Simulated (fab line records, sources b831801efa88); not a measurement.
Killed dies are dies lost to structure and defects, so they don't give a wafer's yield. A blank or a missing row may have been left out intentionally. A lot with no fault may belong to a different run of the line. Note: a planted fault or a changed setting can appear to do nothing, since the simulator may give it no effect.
Code-filled problem report in 8D (eight disciplines) form || flow gf180mcu || the parts of the form that need people (team, actions taken, sign-off) are left out

== 1. PROBLEM STATEMENT ==
Wafers without a fault read 85.69 W, standard deviation 0.088; heater-power-total-W at GF_V5_PEB_12 reads a mean of 87.00 W on 3 wafers belonging to 2 lots. Relative to the usual mean, that is a shift of +15 standard deviations.
The step: peb time 90 s.
Earliest sighting: wafer L268.3 on litho-track-03 at day 29 19:28. The record has a number at this step for 36 wafers belonging to 12 lots. The rule behind "out" and "out of limits": a value lying over 4 standard deviations away from the usual mean. The rest of the wafers with a number are treated as sound.

== 2. WHAT THIS IS AND IS NOT ==
{"question": "which readings at this step", "is": "heater-power-total-W", "is not": "-"}
{"question": "which lots", "is": "L268, L272", "is not": "L260, L261, L267, L271, L275, L279, L280, L281, L282, L283"}
{"question": "which wafers of those lots", "is": "L268.3, L268.5, L272.3", "is not": "L268.4, L272.1, L272.4"}
{"question": "read on which tools", "is": "litho-track-03", "is not": "litho-track-01, litho-track-04"}
{"question": "when", "is": "from day 29 19:28", "is not": "up to then (10 sound wafers); but 23 sound wafers of L271, L272, L275, L279, L280, L281, L282, L283 came after"}

== 3. THE SUSPECTS, EACH WITH WHAT RULES IT OUT ==
Counting: a tool at a process step up to the reading stays a suspect if it ran every lot that is out. Sound lots after the first of them don't rule it out here, since some wafers of a struck lot are sound.
- litho-track-03 at GF_V5_PEB_12 (peb time 90 s): kept. Ran every lot that is out, first one L268 (day 29 19:28); last sound lot up to then L261 (day 27 09:24). Its own readings are out on those wafers: heater-power-total-W.
The count leaves litho-track-03 at GF_V5_PEB_12.

== 4. THE CAUSE (what the simulator had put in) ==
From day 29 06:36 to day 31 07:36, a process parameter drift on litho-track-03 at GF_V5_PEB_12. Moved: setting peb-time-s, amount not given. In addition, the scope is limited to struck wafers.
The count eliminated every tool but this one.

== 5. SEQUENCE OF EFFECTS, ordered by route ==
Rows list readings where the struck wafers' mean (over those with a number) sits beyond 3 standard deviations from the usual. Only readings for which the record gives a usual standard deviation are gone through. hours: the time from each lot's start at the first step in this table that gives one to its start at this step, as a median over the lots. sigmas: the change in usual standard deviations.
{"hours": 0, "step": "GF_V5_PEB_12", "reading": "heater-power-total-W", "usual": "85.69 W", "on struck wafers": 87.00, "change": "+1.31", "sigmas": "+15"}
Process steps it contains:
- GF_V5_PEB_12: peb time 90 s.

== 6. HOW IT WOULD HAVE BEEN CAUGHT EARLIER ==
In this record no reading fell out of limits until day 29 19:28, 13 hours after the fault had begun at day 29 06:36.
